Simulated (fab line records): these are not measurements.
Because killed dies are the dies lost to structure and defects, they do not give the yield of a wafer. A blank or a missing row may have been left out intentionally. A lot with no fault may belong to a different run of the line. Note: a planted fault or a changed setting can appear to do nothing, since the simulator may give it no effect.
fab line records :: flow sky130
record:
  lots: 14
  wafers: 42
  last-day: 50
route steps=708 shown FIELD_ISO@24 VT_ADJUST_HVTP@88 SONOS_TUNNEL@162 PAD_OPEN@708
lots with no fault: from the same line, run without faults
start-h: start of the lot's first displayed wafer, in hours after the record's first day :: wait-h: hours from the lot's prior step to this one :: " as in the row above :: L1.1+2: several wafers, shown together as one row :: - no value, or no start given :: * or withheld: withheld :: < > ~ a bound
route shown NAME@n: NAME is a module with steps in the file, n the number in the route of the first one :: usual: the fault-free wafers' mean and standard deviation :: same: alike in all rows :: chamber/n: place in a boat :: sites: each site's reading :: _std_site: the values' standard deviation :: _edge_site: the outer-site mean with the inner-site mean subtracted :: radius-mm: how far each site lies from the wafer's centre :: mask NAME#n: copy n :: behind: the most recent tool/chamber to have shaped the wafer :: hold: the reason the lot was held/the length of the hold in hours/how it ended :: device: transistor that didn't switch, given as n, p or np :: end of line: at the end of the route, the tests of the same wafers :: where a step has no rows: the recipe by itself :: killed: count of dies lost to structure and defects at first sort (not the wafer's yield) :: map: a wafer's dies, marking killed ones x, the rest . and places with no die _
set.NAME: the run value of the setting; set.NAME@STEP: its run value at that earlier step :: model.NAME: the simulator's own value behind a step, which no gauge read
route steps across a sampled set of lots; one table per step, one row per wafer
== steps ==
step: SKY_FIELD_ISO_THK_MEAS_23
recipe:
  reads: SiO2_of_FIELD_ISO_OXIDATION_22
usual:
  FIELD_ISO_OXIDATION_01_THK: 10.04/0.19
lot.wafer: L832.1
tool: film-metro-03
chamber: -
start-h: 29.27
wait-h: 0.0
FIELD_ISO_OXIDATION_01_THK[nm]: 10.12

lot.wafer: L832.4
tool: film-metro-03
chamber: -
start-h: 29.27
wait-h: 0.0
FIELD_ISO_OXIDATION_01_THK[nm]: 10.21

lot.wafer: L832.6
tool: film-metro-03
chamber: -
start-h: 29.27
wait-h: 0.0
FIELD_ISO_OXIDATION_01_THK[nm]: 10.04

lot.wafer: L833.2
tool: film-metro-01
chamber: -
start-h: 39.69
wait-h: 0.0
FIELD_ISO_OXIDATION_01_THK[nm]: 10.10

lot.wafer: L833.3
tool: film-metro-01
chamber: -
start-h: 39.69
wait-h: 0.0
FIELD_ISO_OXIDATION_01_THK[nm]: 10.31

lot.wafer: L833.6
tool: film-metro-01
chamber: -
start-h: 39.69
wait-h: 0.0
FIELD_ISO_OXIDATION_01_THK[nm]: 10.50

lot.wafer: L835.2
tool: film-metro-04
chamber: -
start-h: 48.24
wait-h: 0.0
FIELD_ISO_OXIDATION_01_THK[nm]: 10.12

lot.wafer: L835.3
tool: film-metro-04
chamber: -
start-h: 48.24
wait-h: 0.0
FIELD_ISO_OXIDATION_01_THK[nm]: 10.14

lot.wafer: L835.4
tool: film-metro-04
chamber: -
start-h: 48.24
wait-h: 0.0
FIELD_ISO_OXIDATION_01_THK[nm]: 10.01

lot.wafer: L836.2
tool: film-metro-03
chamber: -
start-h: 51.54
wait-h: 0.0
FIELD_ISO_OXIDATION_01_THK[nm]: 9.73

lot.wafer: L836.5
tool: film-metro-03
chamber: -
start-h: 51.54
wait-h: 0.0
FIELD_ISO_OXIDATION_01_THK[nm]: 9.65

lot.wafer: L836.6
tool: film-metro-03
chamber: -
start-h: 51.54
wait-h: 0.0
FIELD_ISO_OXIDATION_01_THK[nm]: 9.60

lot.wafer: L839.2
tool: film-metro-03
chamber: -
start-h: 66.79
wait-h: 0.0
FIELD_ISO_OXIDATION_01_THK[nm]: 10.26

lot.wafer: L839.4
tool: film-metro-03
chamber: -
start-h: 66.79
wait-h: 0.0
FIELD_ISO_OXIDATION_01_THK[nm]: 10.11

lot.wafer: L839.5
tool: film-metro-03
chamber: -
start-h: 66.79
wait-h: 0.0
FIELD_ISO_OXIDATION_01_THK[nm]: 10.13

lot.wafer: L845.2
tool: film-metro-03
chamber: -
start-h: 100.11
wait-h: 0.0
FIELD_ISO_OXIDATION_01_THK[nm]: 9.85

lot.wafer: L845.5
tool: film-metro-03
chamber: -
start-h: 100.11
wait-h: 0.0
FIELD_ISO_OXIDATION_01_THK[nm]: 10.28

lot.wafer: L845.6
tool: film-metro-03
chamber: -
start-h: 100.11
wait-h: 0.0
FIELD_ISO_OXIDATION_01_THK[nm]: 10.00

lot.wafer: L848.1
tool: film-metro-04
chamber: -
start-h: 115.11
wait-h: 0.0
FIELD_ISO_OXIDATION_01_THK[nm]: 9.97

lot.wafer: L848.4
tool: film-metro-04
chamber: -
start-h: 115.11
wait-h: 0.0
FIELD_ISO_OXIDATION_01_THK[nm]: 10.00

lot.wafer: L848.6
tool: film-metro-04
chamber: -
start-h: 115.11
wait-h: 0.0
FIELD_ISO_OXIDATION_01_THK[nm]: 10.04

lot.wafer: L849.1
tool: film-metro-01
chamber: -
start-h: 120.71
wait-h: 0.0
FIELD_ISO_OXIDATION_01_THK[nm]: 9.99

lot.wafer: L849.2
tool: film-metro-01
chamber: -
start-h: 120.71
wait-h: 0.0
FIELD_ISO_OXIDATION_01_THK[nm]: 9.86

lot.wafer: L849.4
tool: film-metro-01
chamber: -
start-h: 120.71
wait-h: 0.0
FIELD_ISO_OXIDATION_01_THK[nm]: 9.87

lot.wafer: L850.1
tool: film-metro-01
chamber: -
start-h: 123.40
wait-h: 0.0
FIELD_ISO_OXIDATION_01_THK[nm]: 10.01

lot.wafer: L850.3
tool: film-metro-01
chamber: -
start-h: 123.40
wait-h: 0.0
FIELD_ISO_OXIDATION_01_THK[nm]: 9.86

lot.wafer: L850.5
tool: film-metro-01
chamber: -
start-h: 123.40
wait-h: 0.0
FIELD_ISO_OXIDATION_01_THK[nm]: 10.07

lot.wafer: L851.3
tool: film-metro-03
chamber: -
start-h: 129.17
wait-h: 0.0
FIELD_ISO_OXIDATION_01_THK[nm]: 9.98

lot.wafer: L851.4
tool: film-metro-03
chamber: -
start-h: 129.17
wait-h: 0.0
FIELD_ISO_OXIDATION_01_THK[nm]: 9.89

lot.wafer: L851.6
tool: film-metro-03
chamber: -
start-h: 129.17
wait-h: 0.0
FIELD_ISO_OXIDATION_01_THK[nm]: 9.87

lot.wafer: L852.1
tool: film-metro-03
chamber: -
start-h: 137.33
wait-h: 0.0
FIELD_ISO_OXIDATION_01_THK[nm]: 10.08

lot.wafer: L852.5
tool: film-metro-03
chamber: -
start-h: 137.33
wait-h: 0.0
FIELD_ISO_OXIDATION_01_THK[nm]: 9.94

lot.wafer: L852.6
tool: film-metro-03
chamber: -
start-h: 137.33
wait-h: 0.0
FIELD_ISO_OXIDATION_01_THK[nm]: 10.17

lot.wafer: L853.1
tool: film-metro-04
chamber: -
start-h: 145.70
wait-h: 0.0
FIELD_ISO_OXIDATION_01_THK[nm]: 10.35

lot.wafer: L853.2
tool: film-metro-04
chamber: -
start-h: 145.70
wait-h: 0.0
FIELD_ISO_OXIDATION_01_THK[nm]: 10.32

lot.wafer: L853.4
tool: film-metro-04
chamber: -
start-h: 145.70
wait-h: 0.0
FIELD_ISO_OXIDATION_01_THK[nm]: 10.29

lot.wafer: L854.1
tool: film-metro-04
chamber: -
start-h: 151.13
wait-h: 0.0
FIELD_ISO_OXIDATION_01_THK[nm]: 10.01

lot.wafer: L854.2
tool: film-metro-04
chamber: -
start-h: 151.13
wait-h: 0.0
FIELD_ISO_OXIDATION_01_THK[nm]: 9.96

lot.wafer: L854.3
tool: film-metro-04
chamber: -
start-h: 151.13
wait-h: 0.0
FIELD_ISO_OXIDATION_01_THK[nm]: 9.99

lot.wafer: L855.2
tool: film-metro-03
chamber: -
start-h: 151.14
wait-h: 0.0
FIELD_ISO_OXIDATION_01_THK[nm]: 10.16

lot.wafer: L855.3
tool: film-metro-03
chamber: -
start-h: 151.14
wait-h: 0.0
FIELD_ISO_OXIDATION_01_THK[nm]: 10.41

lot.wafer: L855.6
tool: film-metro-03
chamber: -
start-h: 151.14
wait-h: 0.0
FIELD_ISO_OXIDATION_01_THK[nm]: 10.04
step: SKY_VT_ADJUST_HVTP_SOFTBAKE_03
recipe:
  temp-c: 90
  time-s: 60
  resist: NOVOLAK
usual:
  heater-power-total-W: 56.60/0.048
  plate-temp-C: 90.01/0.12
lot.wafer: L832.1
tool: litho-track-03
chamber: 0
start-h: 107.14
wait-h: 0.1
heater-power-total-W: 56.53
plate-temp-C: 90.00

lot.wafer: L832.4
tool: litho-track-03
chamber: 0
start-h: 107.14
wait-h: 0.1
heater-power-total-W: 56.71
plate-temp-C: 90.10

lot.wafer: L832.6
tool: litho-track-03
chamber: 0
start-h: 107.14
wait-h: 0.1
heater-power-total-W: 56.62
plate-temp-C: 89.96

lot.wafer: L833.2
tool: litho-track-02
chamber: 0
start-h: 120.26
wait-h: 0.1
heater-power-total-W: 56.55
plate-temp-C: 90.05

lot.wafer: L833.3
tool: litho-track-02
chamber: 0
start-h: 120.26
wait-h: 0.1
heater-power-total-W: 56.65
plate-temp-C: 90.14

lot.wafer: L833.6
tool: litho-track-02
chamber: 0
start-h: 120.26
wait-h: 0.1
heater-power-total-W: 56.62
plate-temp-C: 90.20

lot.wafer: L835.2
tool: litho-track-02
chamber: 0
start-h: 130.06
wait-h: 0.1
heater-power-total-W: 56.55
plate-temp-C: 90.13

lot.wafer: L835.3
tool: litho-track-02
chamber: 0
start-h: 130.06
wait-h: 0.1
heater-power-total-W: 56.53
plate-temp-C: 90.08

lot.wafer: L835.4
tool: litho-track-02
chamber: 0
start-h: 130.06
wait-h: 0.1
heater-power-total-W: 56.60
plate-temp-C: 90.09

lot.wafer: L836.2
tool: litho-track-03
chamber: 0
start-h: 137.26
wait-h: 0.1
heater-power-total-W: 56.66
plate-temp-C: 89.98

lot.wafer: L836.5
tool: litho-track-03
chamber: 0
start-h: 137.26
wait-h: 0.1
heater-power-total-W: 56.64
plate-temp-C: 90.16

lot.wafer: L836.6
tool: litho-track-03
chamber: 0
start-h: 137.26
wait-h: 0.1
heater-power-total-W: 56.53
plate-temp-C: 89.86

lot.wafer: L839.2
tool: litho-track-04
chamber: 0
start-h: 157.64
wait-h: 0.1
heater-power-total-W: 56.62
plate-temp-C: 90.26

lot.wafer: L839.4
tool: litho-track-04
chamber: 0
start-h: 157.64
wait-h: 0.1
heater-power-total-W: 56.54
plate-temp-C: 89.99

lot.wafer: L839.5
tool: litho-track-04
chamber: 0
start-h: 157.64
wait-h: 0.1
heater-power-total-W: 56.58
plate-temp-C: 89.95

lot.wafer: L845.2
tool: litho-track-04
chamber: 0
start-h: 192.49
wait-h: 0.1
heater-power-total-W: 56.65
plate-temp-C: 90.25

lot.wafer: L845.5
tool: litho-track-04
chamber: 0
start-h: 192.49
wait-h: 0.1
heater-power-total-W: 56.61
plate-temp-C: 90.17

lot.wafer: L845.6
tool: litho-track-04
chamber: 0
start-h: 192.49
wait-h: 0.1
heater-power-total-W: 56.59
plate-temp-C: 90.15

lot.wafer: L848.1
tool: litho-track-03
chamber: 0
start-h: 211.59
wait-h: 0.1
heater-power-total-W: 55.19
plate-temp-C: 88.43

lot.wafer: L848.4
tool: litho-track-03
chamber: 0
start-h: 211.59
wait-h: 0.1
heater-power-total-W: 55.08
plate-temp-C: 88.46

lot.wafer: L848.6
tool: litho-track-03
chamber: 0
start-h: 211.59
wait-h: 0.1
heater-power-total-W: 55.20
plate-temp-C: 88.60

lot.wafer: L849.1
tool: litho-track-03
chamber: 0
start-h: 217.04
wait-h: 0.1
heater-power-total-W: 55.23
plate-temp-C: 88.33

lot.wafer: L849.2
tool: litho-track-03
chamber: 0
start-h: 217.04
wait-h: 0.1
heater-power-total-W: 55.16
plate-temp-C: 88.16

lot.wafer: L849.4
tool: litho-track-03
chamber: 0
start-h: 217.04
wait-h: 0.1
heater-power-total-W: 55.14
plate-temp-C: 88.32

lot.wafer: L850.1
tool: litho-track-03
chamber: 0
start-h: 218.84
wait-h: 0.1
heater-power-total-W: 55.10
plate-temp-C: 88.38

lot.wafer: L850.3
tool: litho-track-03
chamber: 0
start-h: 218.84
wait-h: 0.1
heater-power-total-W: 55.14
plate-temp-C: 88.30

lot.wafer: L850.5
tool: litho-track-03
chamber: 0
start-h: 218.84
wait-h: 0.1
heater-power-total-W: 55.08
plate-temp-C: 88.27

lot.wafer: L851.3
tool: litho-track-02
chamber: 0
start-h: 231.19
wait-h: 0.1
heater-power-total-W: 56.57
plate-temp-C: 89.94

lot.wafer: L851.4
tool: litho-track-02
chamber: 0
start-h: 231.19
wait-h: 0.1
heater-power-total-W: 56.58
plate-temp-C: 89.78

lot.wafer: L851.6
tool: litho-track-02
chamber: 0
start-h: 231.19
wait-h: 0.1
heater-power-total-W: 56.57
plate-temp-C: 89.89

lot.wafer: L852.1
tool: litho-track-04
chamber: 0
start-h: 246.81
wait-h: 0.1
heater-power-total-W: 56.50
plate-temp-C: 90.09

lot.wafer: L852.5
tool: litho-track-04
chamber: 0
start-h: 246.81
wait-h: 0.1
heater-power-total-W: 56.60
plate-temp-C: 89.96

lot.wafer: L852.6
tool: litho-track-04
chamber: 0
start-h: 246.81
wait-h: 0.1
heater-power-total-W: 56.58
plate-temp-C: 90.18

lot.wafer: L853.1
tool: litho-track-04
chamber: 0
start-h: 256.96
wait-h: 0.1
heater-power-total-W: 56.62
plate-temp-C: 90.01

lot.wafer: L853.2
tool: litho-track-04
chamber: 0
start-h: 256.96
wait-h: 0.1
heater-power-total-W: 56.61
plate-temp-C: 90.03

lot.wafer: L853.4
tool: litho-track-04
chamber: 0
start-h: 256.96
wait-h: 0.1
heater-power-total-W: 56.64
plate-temp-C: 90.07

lot.wafer: L855.2
tool: litho-track-04
chamber: 0
start-h: 260.84
wait-h: 0.1
heater-power-total-W: 56.55
plate-temp-C: 90.13

lot.wafer: L855.3
tool: litho-track-04
chamber: 0
start-h: 260.84
wait-h: 0.1
heater-power-total-W: 56.63
plate-temp-C: 90.18

lot.wafer: L855.6
tool: litho-track-04
chamber: 0
start-h: 260.84
wait-h: 0.1
heater-power-total-W: 56.51
plate-temp-C: 89.99

lot.wafer: L854.1
tool: litho-track-04
chamber: 0
start-h: 261.71
wait-h: 0.1
heater-power-total-W: 56.50
plate-temp-C: 89.97

lot.wafer: L854.2
tool: litho-track-04
chamber: 0
start-h: 261.71
wait-h: 0.1
heater-power-total-W: 56.55
plate-temp-C: 90.12

lot.wafer: L854.3
tool: litho-track-04
chamber: 0
start-h: 261.71
wait-h: 0.1
heater-power-total-W: 56.67
plate-temp-C: 89.91
step: SKY_SONOS_TUNNEL_OVL_MEAS_08
usual:
  SONOS_TUNNEL_OVL: 0.6/1.4
lot.wafer: L832.1
tool: overlay-02
chamber: -
start-h: 238.33
wait-h: 0.1
SONOS_TUNNEL_OVL[nm]: -0.1

lot.wafer: L832.4
tool: overlay-02
chamber: -
start-h: 238.33
wait-h: 0.1
SONOS_TUNNEL_OVL[nm]: 2.5

lot.wafer: L832.6
tool: overlay-02
chamber: -
start-h: 238.33
wait-h: 0.1
SONOS_TUNNEL_OVL[nm]: 2.4

lot.wafer: L833.2
tool: overlay-02
chamber: -
start-h: 256.15
wait-h: 0.1
SONOS_TUNNEL_OVL[nm]: 1.2

lot.wafer: L833.3
tool: overlay-02
chamber: -
start-h: 256.15
wait-h: 0.1
SONOS_TUNNEL_OVL[nm]: 0.6

lot.wafer: L833.6
tool: overlay-02
chamber: -
start-h: 256.15
wait-h: 0.1
SONOS_TUNNEL_OVL[nm]: 0.7

lot.wafer: L835.2
tool: overlay-01
chamber: -
start-h: 269.29
wait-h: 0.1
SONOS_TUNNEL_OVL[nm]: -0.7

lot.wafer: L835.3
tool: overlay-01
chamber: -
start-h: 269.29
wait-h: 0.1
SONOS_TUNNEL_OVL[nm]: -0.2

lot.wafer: L835.4
tool: overlay-01
chamber: -
start-h: 269.29
wait-h: 0.1
SONOS_TUNNEL_OVL[nm]: 0.2

lot.wafer: L836.2
tool: overlay-01
chamber: -
start-h: 276.85
wait-h: 0.1
SONOS_TUNNEL_OVL[nm]: 1.9

lot.wafer: L836.5
tool: overlay-01
chamber: -
start-h: 276.85
wait-h: 0.1
SONOS_TUNNEL_OVL[nm]: -0.1

lot.wafer: L836.6
tool: overlay-01
chamber: -
start-h: 276.85
wait-h: 0.1
SONOS_TUNNEL_OVL[nm]: 0.5

lot.wafer: L839.2
tool: overlay-01
chamber: -
start-h: 306.26
wait-h: 0.1
SONOS_TUNNEL_OVL[nm]: 1.6

lot.wafer: L839.4
tool: overlay-01
chamber: -
start-h: 306.26
wait-h: 0.1
SONOS_TUNNEL_OVL[nm]: 0.2

lot.wafer: L839.5
tool: overlay-01
chamber: -
start-h: 306.26
wait-h: 0.1
SONOS_TUNNEL_OVL[nm]: -0.2

lot.wafer: L845.2
tool: overlay-01
chamber: -
start-h: 352.15
wait-h: 0.1
SONOS_TUNNEL_OVL[nm]: 0.8

lot.wafer: L845.5
tool: overlay-01
chamber: -
start-h: 352.15
wait-h: 0.1
SONOS_TUNNEL_OVL[nm]: -0.9

lot.wafer: L845.6
tool: overlay-01
chamber: -
start-h: 352.15
wait-h: 0.1
SONOS_TUNNEL_OVL[nm]: 0.0

lot.wafer: L848.1
tool: overlay-02
chamber: -
start-h: 374.66
wait-h: 0.1
SONOS_TUNNEL_OVL[nm]: 1.0

lot.wafer: L848.4
tool: overlay-02
chamber: -
start-h: 374.66
wait-h: 0.1
SONOS_TUNNEL_OVL[nm]: 0.7

lot.wafer: L848.6
tool: overlay-02
chamber: -
start-h: 374.66
wait-h: 0.1
SONOS_TUNNEL_OVL[nm]: -0.1

lot.wafer: L849.1
tool: overlay-02
chamber: -
start-h: 383.40
wait-h: 0.1
SONOS_TUNNEL_OVL[nm]: 2.4

lot.wafer: L849.2
tool: overlay-02
chamber: -
start-h: 383.40
wait-h: 0.1
SONOS_TUNNEL_OVL[nm]: 3.7

lot.wafer: L849.4
tool: overlay-02
chamber: -
start-h: 383.40
wait-h: 0.1
SONOS_TUNNEL_OVL[nm]: 2.9

lot.wafer: L850.1
tool: overlay-01
chamber: -
start-h: 386.11
wait-h: 0.1
SONOS_TUNNEL_OVL[nm]: 1.7

lot.wafer: L850.3
tool: overlay-01
chamber: -
start-h: 386.11
wait-h: 0.1
SONOS_TUNNEL_OVL[nm]: 2.2

lot.wafer: L850.5
tool: overlay-01
chamber: -
start-h: 386.11
wait-h: 0.1
SONOS_TUNNEL_OVL[nm]: 0.2

lot.wafer: L851.3
tool: overlay-01
chamber: -
start-h: 400.87
wait-h: 0.1
SONOS_TUNNEL_OVL[nm]: 1.0

lot.wafer: L851.4
tool: overlay-01
chamber: -
start-h: 400.87
wait-h: 0.1
SONOS_TUNNEL_OVL[nm]: -0.7

lot.wafer: L851.6
tool: overlay-01
chamber: -
start-h: 400.87
wait-h: 0.1
SONOS_TUNNEL_OVL[nm]: -0.1

lot.wafer: L852.1
tool: overlay-02
chamber: -
start-h: 419.85
wait-h: 0.1
SONOS_TUNNEL_OVL[nm]: 1.2

lot.wafer: L852.5
tool: overlay-02
chamber: -
start-h: 419.85
wait-h: 0.1
SONOS_TUNNEL_OVL[nm]: 2.4

lot.wafer: L852.6
tool: overlay-02
chamber: -
start-h: 419.85
wait-h: 0.1
SONOS_TUNNEL_OVL[nm]: 0.4

lot.wafer: L853.1
tool: overlay-02
chamber: -
start-h: 432.09
wait-h: 0.1
SONOS_TUNNEL_OVL[nm]: -0.7

lot.wafer: L853.2
tool: overlay-02
chamber: -
start-h: 432.09
wait-h: 0.1
SONOS_TUNNEL_OVL[nm]: 0.0

lot.wafer: L853.4
tool: overlay-02
chamber: -
start-h: 432.09
wait-h: 0.1
SONOS_TUNNEL_OVL[nm]: -1.1

lot.wafer: L855.2
tool: overlay-01
chamber: -
start-h: 436.65
wait-h: 0.1
SONOS_TUNNEL_OVL[nm]: -1.9

lot.wafer: L855.3
tool: overlay-01
chamber: -
start-h: 436.65
wait-h: 0.1
SONOS_TUNNEL_OVL[nm]: -1.0

lot.wafer: L855.6
tool: overlay-01
chamber: -
start-h: 436.65
wait-h: 0.1
SONOS_TUNNEL_OVL[nm]: -1.8

lot.wafer: L854.1
tool: overlay-01
chamber: -
start-h: 439.59
wait-h: 0.1
SONOS_TUNNEL_OVL[nm]: -1.8

lot.wafer: L854.2
tool: overlay-01
chamber: -
start-h: 439.59
wait-h: 0.1
SONOS_TUNNEL_OVL[nm]: -1.7

lot.wafer: L854.3
tool: overlay-01
chamber: -
start-h: 439.59
wait-h: 0.1
SONOS_TUNNEL_OVL[nm]: -0.7
step: SKY_SONOS_TUNNEL_TW_MEAS_12
usual:
  SONOS_TUNNEL_TW: 197.9/1.2
lot.wafer: L832.1
tool: film-metro-02
chamber: -
start-h: 238.98
wait-h: 0.0
SONOS_TUNNEL_TW: 200.0

lot.wafer: L832.4
tool: film-metro-02
chamber: -
start-h: 238.98
wait-h: 0.0
SONOS_TUNNEL_TW: 199.2

lot.wafer: L832.6
tool: film-metro-02
chamber: -
start-h: 238.98
wait-h: 0.0
SONOS_TUNNEL_TW: 198.8

lot.wafer: L833.2
tool: film-metro-03
chamber: -
start-h: 256.63
wait-h: 0.0
SONOS_TUNNEL_TW: 197.3

lot.wafer: L833.3
tool: film-metro-03
chamber: -
start-h: 256.63
wait-h: 0.0
SONOS_TUNNEL_TW: 197.4

lot.wafer: L833.6
tool: film-metro-03
chamber: -
start-h: 256.63
wait-h: 0.0
SONOS_TUNNEL_TW: 197.6

lot.wafer: L835.2
tool: film-metro-03
chamber: -
start-h: 269.74
wait-h: 0.0
SONOS_TUNNEL_TW: 196.6

lot.wafer: L835.3
tool: film-metro-03
chamber: -
start-h: 269.74
wait-h: 0.0
SONOS_TUNNEL_TW: 196.6

lot.wafer: L835.4
tool: film-metro-03
chamber: -
start-h: 269.74
wait-h: 0.0
SONOS_TUNNEL_TW: 196.1

lot.wafer: L836.2
tool: film-metro-03
chamber: -
start-h: 277.30
wait-h: 0.0
SONOS_TUNNEL_TW: 196.8

lot.wafer: L836.5
tool: film-metro-03
chamber: -
start-h: 277.30
wait-h: 0.0
SONOS_TUNNEL_TW: 196.4

lot.wafer: L836.6
tool: film-metro-03
chamber: -
start-h: 277.30
wait-h: 0.0
SONOS_TUNNEL_TW: 196.4

lot.wafer: L839.2
tool: film-metro-01
chamber: -
start-h: 306.73
wait-h: 0.0
SONOS_TUNNEL_TW: 198.5

lot.wafer: L839.4
tool: film-metro-01
chamber: -
start-h: 306.73
wait-h: 0.0
SONOS_TUNNEL_TW: 198.9

lot.wafer: L839.5
tool: film-metro-01
chamber: -
start-h: 306.73
wait-h: 0.0
SONOS_TUNNEL_TW: 199.5

lot.wafer: L845.2
tool: film-metro-02
chamber: -
start-h: 352.60
wait-h: 0.0
SONOS_TUNNEL_TW: 198.1

lot.wafer: L845.5
tool: film-metro-02
chamber: -
start-h: 352.60
wait-h: 0.0
SONOS_TUNNEL_TW: 198.2

lot.wafer: L845.6
tool: film-metro-02
chamber: -
start-h: 352.60
wait-h: 0.0
SONOS_TUNNEL_TW: 198.0

lot.wafer: L848.1
tool: film-metro-02
chamber: -
start-h: 375.11
wait-h: 0.0
SONOS_TUNNEL_TW: 198.2

lot.wafer: L848.4
tool: film-metro-02
chamber: -
start-h: 375.11
wait-h: 0.0
SONOS_TUNNEL_TW: 198.4

lot.wafer: L848.6
tool: film-metro-02
chamber: -
start-h: 375.11
wait-h: 0.0
SONOS_TUNNEL_TW: 198.8

lot.wafer: L849.1
tool: film-metro-02
chamber: -
start-h: 383.98
wait-h: 0.0
SONOS_TUNNEL_TW: 197.8

lot.wafer: L849.2
tool: film-metro-02
chamber: -
start-h: 383.98
wait-h: 0.0
SONOS_TUNNEL_TW: 198.3

lot.wafer: L849.4
tool: film-metro-02
chamber: -
start-h: 383.98
wait-h: 0.0
SONOS_TUNNEL_TW: 198.3

lot.wafer: L850.1
tool: film-metro-02
chamber: -
start-h: 386.55
wait-h: 0.0
SONOS_TUNNEL_TW: 198.4

lot.wafer: L850.3
tool: film-metro-02
chamber: -
start-h: 386.55
wait-h: 0.0
SONOS_TUNNEL_TW: 198.0

lot.wafer: L850.5
tool: film-metro-02
chamber: -
start-h: 386.55
wait-h: 0.0
SONOS_TUNNEL_TW: 197.1

lot.wafer: L851.3
tool: film-metro-01
chamber: -
start-h: 401.32
wait-h: 0.0
SONOS_TUNNEL_TW: 198.3

lot.wafer: L851.4
tool: film-metro-01
chamber: -
start-h: 401.32
wait-h: 0.0
SONOS_TUNNEL_TW: 197.9

lot.wafer: L851.6
tool: film-metro-01
chamber: -
start-h: 401.32
wait-h: 0.0
SONOS_TUNNEL_TW: 198.4

lot.wafer: L852.1
tool: film-metro-02
chamber: -
start-h: 420.30
wait-h: 0.0
SONOS_TUNNEL_TW: 197.9

lot.wafer: L852.5
tool: film-metro-02
chamber: -
start-h: 420.30
wait-h: 0.0
SONOS_TUNNEL_TW: 199.3

lot.wafer: L852.6
tool: film-metro-02
chamber: -
start-h: 420.30
wait-h: 0.0
SONOS_TUNNEL_TW: 199.4

lot.wafer: L853.1
tool: film-metro-03
chamber: -
start-h: 432.58
wait-h: 0.0
SONOS_TUNNEL_TW: 195.5

lot.wafer: L853.2
tool: film-metro-03
chamber: -
start-h: 432.58
wait-h: 0.0
SONOS_TUNNEL_TW: 196.0

lot.wafer: L853.4
tool: film-metro-03
chamber: -
start-h: 432.58
wait-h: 0.0
SONOS_TUNNEL_TW: 195.8

lot.wafer: L855.2
tool: film-metro-03
chamber: -
start-h: 437.12
wait-h: 0.0
SONOS_TUNNEL_TW: 195.6

lot.wafer: L855.3
tool: film-metro-03
chamber: -
start-h: 437.12
wait-h: 0.0
SONOS_TUNNEL_TW: 195.1

lot.wafer: L855.6
tool: film-metro-03
chamber: -
start-h: 437.12
wait-h: 0.0
SONOS_TUNNEL_TW: 196.5

lot.wafer: L854.1
tool: film-metro-01
chamber: -
start-h: 440.04
wait-h: 0.0
SONOS_TUNNEL_TW: 199.6

lot.wafer: L854.2
tool: film-metro-01
chamber: -
start-h: 440.04
wait-h: 0.0
SONOS_TUNNEL_TW: 199.1

lot.wafer: L854.3
tool: film-metro-01
chamber: -
start-h: 440.04
wait-h: 0.0
SONOS_TUNNEL_TW: 199.9
step: SKY_PAD_OPEN_PROBE_99
usual:
  killed_at_M0_to_M3: 44/7
  killed_at_M4_up: 3.0/1.9
  killed-at-contacts: 24/5.4
  killed-at-front-end: 15/4.6
  killed-at-other: 0.3/0.5
  killed-dies: 87/10
  killed-open: 47/7
  killed-short: 40/6.2
same:
  gross-dies: 492
  killed-at-back-side: 0
lot.wafer: L839.2
tool: prober-01
chamber: -
start-h: 1120.14
wait-h: 0.1
killed_at_M0_to_M3: 46
killed_at_M4_up: 4
killed-at-contacts: 26
killed-at-front-end: 13
killed-at-other: 1
killed-dies: 90
killed-open: 43
killed-short: 47

lot.wafer: L839.4
tool: prober-01
chamber: -
start-h: 1120.24
wait-h: 0.2
killed_at_M0_to_M3: 57
killed_at_M4_up: 4
killed-at-contacts: 27
killed-at-front-end: 9
killed-at-other: 1
killed-dies: 98
killed-open: 46
killed-short: 52

lot.wafer: L839.5
tool: prober-01
chamber: -
start-h: 1120.29
wait-h: 0.2
killed_at_M0_to_M3: 58
killed_at_M4_up: 0
killed-at-contacts: 24
killed-at-front-end: 9
killed-at-other: 0
killed-dies: 91
killed-open: 54
killed-short: 37
killed by level:class
L839.2 VIA1:geometric-particle:open=9 METAL2:geometric-particle:short=9 LI_CONTACT:geometric-particle:open=8 LI_CONTACT:geometric-particle:short=5 CONTACT:geometric-particle:short=5 SPACER:geometric-particle:open=4 METAL4:geometric-particle:short=4 METAL1:geometric-particle:open=4
L839.4 VIA3:geometric-particle:open=11 LI_CONTACT:geometric-particle:open=8 VIA1:geometric-particle:open=8 VIA1:geometric-particle:short=7 METAL1:geometric-particle:short=7 CONTACT:geometric-particle:open=6 VIA2:geometric-particle:open=6 METAL2:geometric-particle:short=6
L839.5 VIA1:geometric-particle:open=13 VIA3:geometric-particle:open=12 METAL1:geometric-particle:short=11 CONTACT:geometric-particle:open=8 FIELD_ISO:geometric-particle:open=4 LI_CONTACT:geometric-particle:open=4 LOCAL_INTERCONNECT:geometric-particle:short=4 CONTACT:geometric-particle:short=4
== key ==
first-sign:
  step: SKY_VT_ADJUST_HVTP_SOFTBAKE_03
  reading: heater-power-total-W
  direction: down
  sigmas: 30
  usual: *
  struck: *
effect:
  step: SKY_VT_ADJUST_HVTP_SOFTBAKE_03
  reading: plate-temp-C
  direction: down
  sigmas: 14
  usual: *
  struck: *
met-at SKY_VT_ADJUST_HVTP_SOFTBAKE_03
struck-lots L848,L849,L850
tester-left-out L848,L849,L850
not-acting-at SKY_FIELD_ISO_THK_MEAS_23,SKY_SONOS_TUNNEL_OVL_MEAS_08,SKY_SONOS_TUNNEL_TW_MEAS_12
onset-between 137.26 211.59
fault:
  kind: process-parameter-drift
  tool: litho-track-03
  chamber: -
  onset-h: 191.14
  steps: SKY_VT_ADJUST_HVTP_SOFTBAKE_03
  channel: temp-c
  offset: *
  shape: step
  end-h: 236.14
  acts-in: *
  stated: *
tester-left-out: of these lots the tester's yield and bins aren't shown, on N5 and GAA mostly nor the transistor test; their killed dies are dies lost to structure and defects alone, not to doping, threshold or leakage, so they don't give the yield
